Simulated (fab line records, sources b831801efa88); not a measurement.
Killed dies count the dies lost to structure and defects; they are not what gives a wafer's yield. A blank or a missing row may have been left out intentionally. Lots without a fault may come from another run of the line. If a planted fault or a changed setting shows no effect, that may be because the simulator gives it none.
Which tool is to blame? | flow gf180mcu | 14 lots with 42 wafers sampled at 5 steps, on a route of 602 steps

== WHAT EACH GAUGE READ, for each wafer ==
GF_M2_CD_MEAS_14: the cd target is 280 nm.
lot  | measured     | on        | cd-nm (nm)
L556 | day 18 23:33 | cd-sem-01 | 280.4 277.7 278.8
L557 | day 19 10:37 | cd-sem-01 | 281.5 282.4 282.3
L558 | day 19 23:40 | cd-sem-01 | 281.5 282.0 282.3
L559 | day 20 03:31 | cd-sem-01 | 281.1 281.1 279.9
L560 | day 20 16:37 | cd-sem-01 | 278.4 277.9 278.3
L563 | day 21 19:33 | cd-sem-01 | 280.0 280.1 280.9
L564 | day 22 06:50 | cd-sem-02 | 280.3 280.3 280.9
L565 | day 22 16:58 | cd-sem-01 | 280.2 280.9 280.7
L568 | day 23 13:26 | cd-sem-01 | 280.3 280.7 279.8
L569 | day 24 07:17 | cd-sem-02 | 279.2 279.8 279.4
L573 | day 25 11:02 | cd-sem-01 | 326.6 325.8 326.4
L575 | day 26 08:36 | cd-sem-02 | 316.5 315.3 317.1
L578 | day 26 16:31 | cd-sem-01 | 281.9 282.6 282.1
L579 | day 27 05:14 | cd-sem-02 | 281.6 281.1 281.5

GF_M2_OVL_MEAS_15.
lot  | measured     | on         | M2_OVL (nm)
L556 | day 18 23:39 | overlay-02 | 2 0 -5
L557 | day 19 10:42 | overlay-01 | -12 5 -7
L558 | day 19 23:47 | overlay-02 | -4 -3 8
L559 | day 20 03:38 | overlay-02 | 3 -4 0
L560 | day 20 16:44 | overlay-01 | 4 10 2
L563 | day 21 19:38 | overlay-01 | -6 -11 1
L564 | day 22 06:57 | overlay-02 | 4 5 2
L565 | day 22 17:05 | overlay-01 | 3 -3 3
L568 | day 23 13:33 | overlay-02 | 11 5 7
L569 | day 24 07:24 | overlay-02 | -1 -4 10
L573 | day 25 11:06 | overlay-01 | 10 0 9
L575 | day 26 08:42 | overlay-02 | -4 0 3
L578 | day 26 16:38 | overlay-01 | -5 -5 -7
L579 | day 27 05:20 | overlay-01 | 5 -2 -5

GF_V2_THK_MEAS_01.
lot  | measured     | on            | V2_CVD_00_THK (nm)
L556 | day 19 00:26 | film-metro-02 | 595 591 594
L557 | day 19 11:29 | film-metro-04 | 602 596 608
L558 | day 20 00:35 | film-metro-02 | 592 590 596
L559 | day 20 04:25 | film-metro-04 | 599 602 595
L560 | day 20 17:33 | film-metro-04 | 591 589 592
L563 | day 21 20:25 | film-metro-04 | 608 598 599
L564 | day 22 07:44 | film-metro-03 | 590 592 590
L565 | day 22 17:59 | film-metro-03 | 601 600 594
L568 | day 23 14:19 | film-metro-03 | 600 595 594
L569 | day 24 08:13 | film-metro-04 | 586 604 595
L573 | day 25 11:53 | film-metro-03 | 600 594 605
L575 | day 26 09:31 | film-metro-03 | 602 607 597
L578 | day 26 17:28 | film-metro-03 | 597 602 599
L579 | day 27 06:15 | film-metro-03 | 591 592 594

== EACH LOT AND THE TOOL THAT RAN IT (in order: tool; ch and the chambers of the sampled wafers; start) ==
lot  | GF_V1_CVD_23                  | GF_M2_EXPOSE_11
L556 | cvd-w-01 ch 0,1, day 17 22:38 | krf-scanner-01 ch 0, day 18 11:40
L557 | cvd-w-02 ch 0,1, day 18 09:46 | krf-scanner-01 ch 0, day 18 22:19
L558 | cvd-w-02 ch 0, day 18 22:35   | krf-scanner-01 ch 0, day 19 11:46
L559 | cvd-w-01 ch 0,1, day 19 01:34 | krf-scanner-02 ch 0, day 19 14:54
L560 | cvd-w-01 ch 0,1, day 19 15:37 | krf-scanner-02 ch 0, day 20 05:01
L563 | cvd-w-01 ch 0,1, day 20 19:22 | krf-scanner-02 ch 0, day 21 07:58
L564 | cvd-w-01 ch 0,1, day 21 06:37 | krf-scanner-02 ch 0, day 21 19:07
L565 | cvd-w-02 ch 1, day 21 16:46   | krf-scanner-01 ch 0, day 22 05:53
L568 | cvd-w-01 ch 0,1, day 22 14:20 | krf-scanner-01 ch 0, day 23 02:16
L569 | cvd-w-01 ch 0,1, day 23 08:01 | krf-scanner-02 ch 0, day 23 20:26
L573 | cvd-w-02 ch 0,1, day 24 12:54 | krf-scanner-01 ch 0, day 25 00:36
L575 | cvd-w-01 ch 0,1, day 25 10:57 | krf-scanner-01 ch 0, day 25 22:01
L578 | cvd-w-02 ch 0,1, day 25 18:47 | krf-scanner-02 ch 0, day 26 06:44
L579 | cvd-w-02 ch 0,1, day 26 08:13 | krf-scanner-02 ch 0, day 26 18:54
- GF_V1_CVD_23: deposits W, target thk 350 nm, time 105.05 s.
- GF_M2_EXPOSE_11: exposes mask Metal2, target cd 280 nm.

== AS READ BY THE TOOLS THEMSELVES (means over the sampled wafers that have a number; for cases with no such wafer, the mark the record gives instead) ==
GF_V1_CVD_23.
lot  | tool     | heater-power-w (W) | susceptor-temp-C (C)
L556 | cvd-w-01 | 744                | 399.97
L557 | cvd-w-02 | 887                | 399.97
L558 | cvd-w-02 | 868                | 400.31
L559 | cvd-w-01 | 778                | 400.11
L560 | cvd-w-01 | 780                | 400.14
L563 | cvd-w-01 | 741                | 399.96
L564 | cvd-w-01 | 747                | 400.07
L565 | cvd-w-02 | 908                | 399.85
L568 | cvd-w-01 | 775                | 399.83
L569 | cvd-w-01 | 755                | 400.05
L573 | cvd-w-02 | 894                | 399.94
L575 | cvd-w-01 | 749                | 399.56
L578 | cvd-w-02 | 893                | 400.12
L579 | cvd-w-02 | 899                | 400.02

GF_M2_EXPOSE_11.
lot  | tool           | exposure-dose-mJ-cm2
L556 | krf-scanner-01 | 27.98
L557 | krf-scanner-01 | 27.94
L558 | krf-scanner-01 | 27.98
L559 | krf-scanner-02 | 28.15
L560 | krf-scanner-02 | 28.12
L563 | krf-scanner-02 | 28.16
L564 | krf-scanner-02 | 28.14
L565 | krf-scanner-01 | 27.98
L568 | krf-scanner-01 | 27.99
L569 | krf-scanner-02 | 28.14
L573 | krf-scanner-01 | 20.55
L575 | krf-scanner-01 | 22.02
L578 | krf-scanner-02 | 28.14
L579 | krf-scanner-02 | 28.13

== THE ANSWER, worked out from the rows above alone ==
Rule: the lots themselves supply what counts as usual. Put in order of their means at a reading, lots are off if they are a third of the lots or fewer, leave a main group of 4 or more, and stand apart from it by a gap of 3 or more times the standard deviation of the main group's means; of several such gaps the widest counts. A main group whose means are all the same, to the digits that the tables above print for the reading, isn't used. Also off: a lot with no number at a reading for which 4 or more lots have one. All remaining lots with rows at the step are treated as sound. First the gauges in route order, then the tools' own readings, where a lot's mean is used as printed above. At the first step where some lot is off, the reading lying furthest off is the one used; lots without a number count as furthest.
Off: L573, L575 (GF_M2_CD_MEAS_14, cd-nm). For the main group the mean is 280.6 nm and the standard deviation 1.2.
A tool fits if, at a process step before that reading, it ran every lot that is off, and no sound lot after the first of them. The gauges at GF_M2_CD_MEAS_14 aren't tried: what is off there is off at GF_M2_EXPOSE_11 too, on other tools, and a gauge's error can't cause that. One candidate fits, namely krf-scanner-01 at GF_M2_EXPOSE_11. Its last sound lot is L568 (day 23 02:16), its first lot that is off L573 (day 25 00:36): a fault that began between those two fits.
The tool's own readings at GF_M2_EXPOSE_11 bear it out: on the lots that are off they differ by more than 5 times the standard deviation of the sound lots' means. exposure-dose-mJ-cm2 reads 21.29 there against 28.07 on the sound lots.

== WHAT THE SIMULATOR PUT IN ==
Drift in process parameters on krf-scanner-01 at GF_M2_EXPOSE_11, starting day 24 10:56. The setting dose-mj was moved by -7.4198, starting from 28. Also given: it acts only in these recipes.
Lots struck among those shown: L573, L575. This agrees with what the rule above found.
